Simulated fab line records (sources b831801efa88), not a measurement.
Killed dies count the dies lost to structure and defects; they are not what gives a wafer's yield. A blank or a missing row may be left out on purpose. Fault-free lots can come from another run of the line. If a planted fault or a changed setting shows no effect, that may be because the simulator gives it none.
fab line records	flow sfqLine
[record] lots = 15	wafers = 43	lastDay = 82
route steps=325 shown R5@214 M6@263 I6@266
lots that met no fault: from a run of the same line without faults
startH: start of the lot's first displayed wafer, in hours after the record's first day	waitH: hours from the lot's prior step to this one	" identical to the entry in the row above	L1.1+2: a single row standing in for several wafers	- value missing, or start not given	* or withheld: withheld	< > ~ a bound
route shown NAME@n: NAME is a module with steps in the file, n the number in the route of the first one	usual: mean/standard deviation taken from wafers without a fault	same: alike in all rows	chamber/n: place in a boat	sites: the reading at each site	_std_site: standard deviation of those values	_edge_site: the outer-site mean with the inner-site mean subtracted	radiusMm: how far each site lies from the wafer's centre	mask NAME#n: copy n	behind: the tool/chamber that last shaped the wafer	hold: reason for holding the lot/hours on hold/outcome of the hold	device: which transistor (n, p or np) failed to switch	end of line: tests run on the same wafers once the route is complete	a step given without rows: its recipe and nothing more	killed: count of dies lost to structure and defects at first sort (not the wafer's yield)	map: a wafer's dies, x killed, . not, _ none there
set.NAME: the setting that was run; set.NAME@STEP: the one run at that earlier step	model.NAME: the simulator's own value behind a step, which no gauge read
route steps across a sampled set of lots; one table per step, one row per wafer
services: a tool's chamber out of use, with start hour (startH, from the record's first day; less than 0 if before it), hours out, and reason
[[steps]]
[step SFQ_TRILAYER_R5_DEP_SPUTTER_134]
[recipe] material = Ti	basePressurePa = 1.33e-06	targetThkNm = 5	powerW = 2000	timeS = 5	chamberPressurePa = 0.4
[usual] throttleValvePct = 30.4/1
lot.wafer	tool	chamber	startH	waitH	throttleValvePct
L492.1	pvdSputter-05	-	1391.35	0.0	29.8
L492.2	"	-	"	"	31.9
L492.3	"	-	"	"	30.0
L493.2	pvdSputter-03	-	1392.36	0.0	32.3
L493.4	"	-	"	"	30.9
L493.6	"	-	"	"	31.2
L494.3	pvdSputter-03	-	1403.42	0.0	32.4
L494.4	"	-	"	"	30.0
L494.6	"	-	"	"	29.8
L495.1	pvdSputter-05	-	1407.36	0.0	29.4
L495.2	"	-	"	"	29.5
L495.6	"	-	"	"	31.6
L496.4	pvdSputter-03	-	1409.42	0.0	30.0
L496.5	"	-	"	"	29.3
L496.6	"	-	"	"	32.6
L497.3	pvdSputter-05	-	1410.36	0.0	29.8
L497.4	"	-	"	"	29.4
L497.6	"	-	"	"	29.4
L498.2	pvdSputter-03	-	1412.42	0.0	30.0
L498.3	"	-	"	"	32.2
L498.6	"	-	"	"	31.0
L500.4	pvdSputter-05	-	1421.42	0.0	29.2
L500.5	"	-	"	"	29.8
L500.6	"	-	"	"	31.7
L502.2	pvdSputter-05	-	1427.42	0.0	29.4
L502.5	"	-	"	"	29.9
L502.6	"	-	"	"	30.0
L503.1	pvdSputter-05	-	1461.59	0.0	31.8
L503.3	"	-	"	"	30.1
L503.4	"	-	"	"	29.4
L508.3	pvdSputter-03	-	1522.97	0.0	31.1
L508.5	"	-	"	"	32.2
L508.6	"	-	"	"	31.1
L509.1	pvdSputter-05	-	1528.97	0.0	31.6
L509.3	"	-	"	"	29.9
L511.1	pvdSputter-05	-	1635.01	0.0	29.6
L511.3	"	-	"	"	31.8
L513.2	pvdSputter-04	-	1645.90	0.0	31.0
L513.4	"	-	"	"	30.5
L513.6	"	-	"	"	30.9
L514.2	pvdSputter-03	-	1651.90	0.0	32.1
L514.3	"	-	"	"	29.4
L514.4	"	-	"	"	29.8
[step SFQ_TRILAYER_M6_ETCH_METAL_ETCH_162]
[recipe] target = Nb	stopOn = SiO2	maskMaterial = PR	chemistry = Cl2/Ar	targetDepthNm = 240	icpW = 600	biasW = 80	pressureMtorr = 10	timeS = 120
[usual] biasW = 80.05/0.21	drypumpMotorCurrentA = 5.5/0.44	oesProductAu = 0.894/0.0067	runLengthS = 148.3/0.48
lot.wafer	tool	chamber	startH	waitH	biasW	drypumpMotorCurrentA	oesProductAu	rfHoursCounterH	runLengthS
L492.1	rieMetal-04	0	1587.78	0.0	80.11	5.3	0.894	89	148.8
L492.2	"	1	"	"	79.83	5.0	0.896	10	149.0
L492.3	"	0	"	"	80.10	5.3	0.897	-	148.4
L493.2	rieMetal-03	0	1594.63	0.0	79.56	6.1	0.887	37	148.4
L493.4	"	1	"	"	79.96	5.0	0.892	-	148.5
L493.6	"	1	"	"	80.07	5.0	0.887	-	148.5
L494.3	rieMetal-03	1	1631.09	0.1	80.35	5.0	0.895	-	148.2
L494.4	"	0	"	"	80.00	6.1	0.893	-	148.9
L494.6	"	1	"	"	80.23	4.9	0.889	-	148.7
L495.1	rieMetal-01	0	1634.65	0.0	80.22	6.1	0.894	88	147.5
L495.2	"	1	"	"	79.89	5.5	0.893	35	148.3
L495.6	"	0	"	"	80.23	6.1	0.897	-	147.4
L496.4	rieMetal-01	0	1638.30	0.1	80.31	6.1	0.896	-	147.6
L496.5	"	1	"	"	80.09	5.5	0.896	-	148.2
L496.6	"	0	"	"	80.10	6.1	0.889	-	147.5
L497.3	rieMetal-01	0	1639.50	0.1	80.29	6.1	0.890	-	147.4
L497.4	"	1	"	"	79.86	5.5	0.902	-	148.2
L497.6	"	1	"	"	80.03	5.5	0.889	-	148.2
L498.2	rieMetal-03	1	1643.06	0.0	80.07	4.9	0.895	70	148.4
L498.3	"	0	"	"	80.27	6.0	0.892	-	148.3
L498.6	"	0	"	"	80.35	6.0	0.888	-	148.6
L500.4	rieMetal-01	1	1652.70	0.1	80.04	5.5	0.890	-	148.4
L500.5	"	0	"	"	80.13	6.1	0.903	-	147.5
L500.6	"	1	"	"	80.12	5.5	0.899	-	148.4
L502.2	rieMetal-01	1	1658.76	0.0	80.31	5.5	0.895	40	148.3
L502.5	"	1	"	"	80.38	5.5	0.894	-	148.3
L502.6	"	0	"	"	79.82	6.1	0.894	-	147.5
L503.1	rieMetal-04	1	1695.50	0.0	80.31	5.0	0.885	27	149.0
L503.3	"	0	"	"	80.39	5.3	0.888	-	148.5
L503.4	"	1	"	"	79.63	5.0	0.899	-	148.7
L508.3	rieMetal-01	0	1712.34	0.1	79.90	6.1	0.897	-	147.4
L508.5	"	1	"	"	80.44	5.5	0.890	-	148.2
L508.6	"	0	"	"	-	6.1	0.996	-	113.6
L509.1	rieMetal-01	1	1715.70	0.0	-	5.5	0.991	50	114.2
L509.3	"	1	"	"	80.21	5.5	0.916	-	148.5
L511.1	rieMetal-01	1	1746.89	0.0	-	5.5	0.989	54	114.5
L511.3	"	0	"	"	80.31	6.1	0.887	-	147.5
L513.2	rieMetal-04	0	1757.69	0.0	79.70	5.3	0.894	115	148.6
L513.4	"	0	"	"	79.81	5.3	0.896	-	148.3
L513.6	"	1	"	"	79.63	5.0	0.904	-	148.7
L514.2	rieMetal-04	0	1763.34	0.0	80.14	5.2	0.889	115	148.9
L514.3	"	1	"	"	80.01	5.0	0.886	-	149.0
L514.4	"	0	"	"	80.10	5.3	0.900	-	148.5
[step SFQ_TRILAYER_I6_DEP_PECVD_165]
[recipe] material = SiO2	tempC = 150	timeS = 111.11	pressureTorr = 2.4	rfW = 183.3	precursor = SiH4/N2O	targetThkNm = 500
[usual] heaterPowerW = 85/15	throttleValvePct = 25.4/1.2
lot.wafer	tool	chamber	startH	waitH	heaterPowerW	throttleValvePct
L492.1	pecvd-03	0	1588.68	0.0	85	25.0
L492.2	"	2	"	"	54	27.1
L492.3	"	1	"	"	77	26.9
L493.2	pecvd-04	0	1595.53	0.0	92	25.7
L493.4	"	0	"	"	94	25.7
L493.6	"	2	"	"	109	23.7
L494.3	pecvd-02	2	1631.97	0.0	77	25.3
L494.4	"	1	"	"	80	26.8
L494.6	"	0	"	"	113	26.2
L495.1	pecvd-03	0	1635.55	0.0	98	25.2
L495.2	"	1	"	"	80	26.7
L495.6	"	1	"	"	82	26.3
L496.4	pecvd-02	1	1639.20	0.0	78	26.9
L496.5	"	2	"	"	87	25.4
L496.6	"	1	"	"	82	27.1
L497.3	pecvd-04	1	1640.36	0.0	88	25.3
L497.4	"	2	"	"	109	23.9
L497.6	"	1	"	"	73	25.6
L498.2	pecvd-04	2	1643.96	0.0	112	23.8
L498.3	"	1	"	"	83	25.3
L498.6	"	0	"	"	96	26.0
L500.4	pecvd-02	0	1653.60	0.0	110	26.4
L500.5	"	1	"	"	80	26.9
L500.6	"	2	"	"	84	25.3
L502.2	pecvd-02	1	1659.66	0.0	77	26.7
L502.5	"	2	"	"	88	25.5
L502.6	"	1	"	"	80	27.1
L503.1	pecvd-02	2	1696.40	0.0	76	25.2
L503.3	"	0	"	"	117	26.3
L503.4	"	0	"	"	99	26.2
L508.3	pecvd-03	2	1713.20	0.0	65	24.0
L508.5	"	2	"	"	66	24.0
L508.6	"	1	"	"	85	23.9
L509.1	pecvd-02	1	1716.60	0.0	81	27.0
L509.3	"	0	"	"	109	26.4
L511.1	pecvd-02	1	1747.81	0.0	69	26.9
L511.3	"	0	"	"	97	26.1
L513.2	pecvd-03	2	1758.59	0.0	64	24.2
L513.4	"	1	"	"	78	23.5
L513.6	"	0	"	"	93	23.2
L514.2	pecvd-02	2	1764.24	0.0	87	25.4
L514.3	"	1	"	"	70	27.1
L514.4	"	1	"	"	75	26.8
[step SFQ_TRILAYER_I6_VIA_BARC_OPEN_VIA_ETCH_235]
[recipe] maskMaterial = PR	chemistry = O2	targetDepthNm = 125	target = BARC	sourceW = 500	biasW = 80	pressureMtorr = 30	timeS = 41.7
[usual] biasW = 80.00/0.25	drypumpMotorCurrentA = 5.8/0.58	oesProductAu = 0.685/0.0046	runLengthS = 69.9/0.38
lot.wafer	tool	chamber	startH	waitH	biasW	drypumpMotorCurrentA	oesProductAu	rfHoursCounterH	runLengthS
L492.1	rieDiel-04	2	1633.39	0.0	79.75	5.6	0.694	21	70.3
L492.2	"	0	"	"	80.59	5.5	0.684	17	70.3
L492.3	"	3	"	"	80.33	6.2	0.682	14	68.9
L493.2	rieDiel-03	1	1636.99	0.0	79.84	6.5	0.687	15	70.5
L493.4	"	2	"	"	80.48	6.5	0.683	3	69.4
L493.6	"	1	"	"	80.00	6.5	0.687	-	70.1
L494.3	rieDiel-03	2	1662.20	0.0	80.29	6.5	0.672	4	70.0
L494.4	"	3	"	"	80.25	5.2	0.683	1	69.4
L494.6	"	2	"	"	80.02	6.5	0.695	-	69.6
L495.1	rieDiel-03	0	1664.60	0.0	80.43	5.1	0.686	9	70.0
L495.2	"	3	"	"	80.17	5.3	0.684	1	69.6
L495.6	"	0	"	"	79.95	5.1	0.683	-	70.2
L496.4	rieDiel-03	3	1668.20	0.0	79.68	5.2	0.679	1	70.3
L496.5	"	3	"	"	79.73	5.2	0.686	-	69.8
L496.6	"	2	"	"	80.02	6.5	0.684	-	69.7
L497.3	rieDiel-03	3	1673.00	0.0	80.44	5.3	0.686	1	69.6
L497.4	"	2	"	"	79.81	6.5	0.687	4	69.9
L497.6	"	3	"	"	79.91	5.2	0.685	-	69.5
L498.2	rieDiel-03	1	1681.04	0.0	79.90	6.5	0.684	16	70.1
L498.3	"	3	"	"	80.01	5.2	0.686	1	69.6
L498.6	"	1	"	"	79.55	6.5	0.686	-	69.8
L500.4	rieDiel-02	3	1691.84	0.0	79.74	5.8	0.678	2	70.1
L500.5	"	3	"	"	79.78	5.8	0.681	-	69.8
L500.6	"	2	"	"	80.05	5.6	0.683	-	69.8
L502.2	rieDiel-04	1	1700.24	0.0	79.60	6.2	0.691	11	69.6
L502.5	"	2	"	"	80.46	5.7	0.691	-	70.2
L502.6	"	1	"	"	79.91	6.3	0.679	-	69.8
L503.1	rieDiel-02	2	1727.64	0.0	79.82	5.6	0.685	4	69.8
L503.3	"	3	"	"	80.46	5.8	0.680	3	70.3
L503.4	"	1	"	"	80.11	4.8	0.678	18	70.4
L508.3	rieDiel-04	1	1745.63	0.0	79.99	6.3	0.683	12	69.8
L508.5	"	1	"	"	79.86	6.3	0.687	-	69.6
L508.6	"	2	"	"	79.95	5.6	0.679	-	70.3
L509.1	rieDiel-04	2	1752.83	0.0	79.64	5.6	0.693	0	70.1
L509.3	"	1	"	"	80.21	6.2	0.683	12	69.7
L511.1	rieDiel-03	3	1782.48	0.0	79.98	5.3	0.682	3	69.4
L511.3	"	0	"	"	80.02	5.1	0.695	10	70.2
L513.2	rieDiel-03	3	1792.08	0.0	79.60	5.2	0.683	3	69.7
L513.4	"	1	"	"	80.48	6.5	0.686	18	70.2
L513.6	"	3	"	"	79.54	5.2	0.682	-	69.6
L514.2	rieDiel-04	1	1795.68	0.0	79.95	6.3	0.686	13	69.5
L514.3	"	3	"	"	79.91	6.3	0.686	17	69.1
L514.4	"	2	"	"	80.00	5.6	0.687	1	70.1
[[services]]
tool	chamber	startH	hours	kind
pvdSputter-03	-	1378.23	1.8	repair
rieDiel-04	3	1414.12	7.2	repair
pecvd-02	-	1416.80	14.6	pm
rieDiel-04	1	1446.55	7.7	repair
rieMetal-01	0	1473.61	1.1	repair
pecvd-02	2	1478.37	5.5	repair
rieDiel-03	1	1485.58	1.5	repair
rieDiel-04	-	1499.06	0.3	repair
rieDiel-04	0	1529.37	6.6	repair
pvdSputter-03	-	1533.10	1.9	repair
pvdSputter-03	-	1571.14	2.3	repair
rieDiel-04	3	1587.93	18.5	repair
pvdSputter-03	-	1588.55	5.3	repair
pvdSputter-05	-	1592.70	3.2	repair
pvdSputter-05	-	1608.88	3.4	repair
pecvd-02	0	1621.04	4.2	repair
rieDiel-04	2	1627.83	3.0	repair
pecvd-02	-	1635.49	0.9	repair
pecvd-02	0	1637.52	3.6	repair
rieDiel-04	0	1676.67	16.9	repair
pvdSputter-05	-	1706.57	0.6	repair
pvdSputter-03	-	1709.76	1.6	repair
pecvd-02	2	1710.69	2.4	repair
rieMetal-01	-	1752.88	0.4	repair
[[key]]
[firstSign] step = SFQ_TRILAYER_M6_ETCH_METAL_ETCH_162	reading = runLengthS	direction = down	sigmas = 71	usual = *	struck = *
[effect] step = SFQ_TRILAYER_M6_ETCH_METAL_ETCH_162	reading = oesProductAu	direction = up	sigmas = 15	usual = 0.894	struck = 0.992
metAt SFQ_TRILAYER_M6_ETCH_METAL_ETCH_162
struckLots L508,L509,L511
struckWafers L508.6,L509.1,L511.1
notActingAt SFQ_TRILAYER_R5_DEP_SPUTTER_134,SFQ_TRILAYER_I6_DEP_PECVD_165,SFQ_TRILAYER_I6_VIA_BARC_OPEN_VIA_ETCH_235
onsetBetween 1658.76 1712.34
[fault] kind = processParameterDrift	tool = rieMetal-01	chamber = -	onsetH = 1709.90	steps = SFQ_TRILAYER_M6_ETCH_METAL_ETCH_162	channel = timeS	offset = *	shape = step	endH = 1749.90	scope = struckWafersOnly	actsIn = *	stated = *
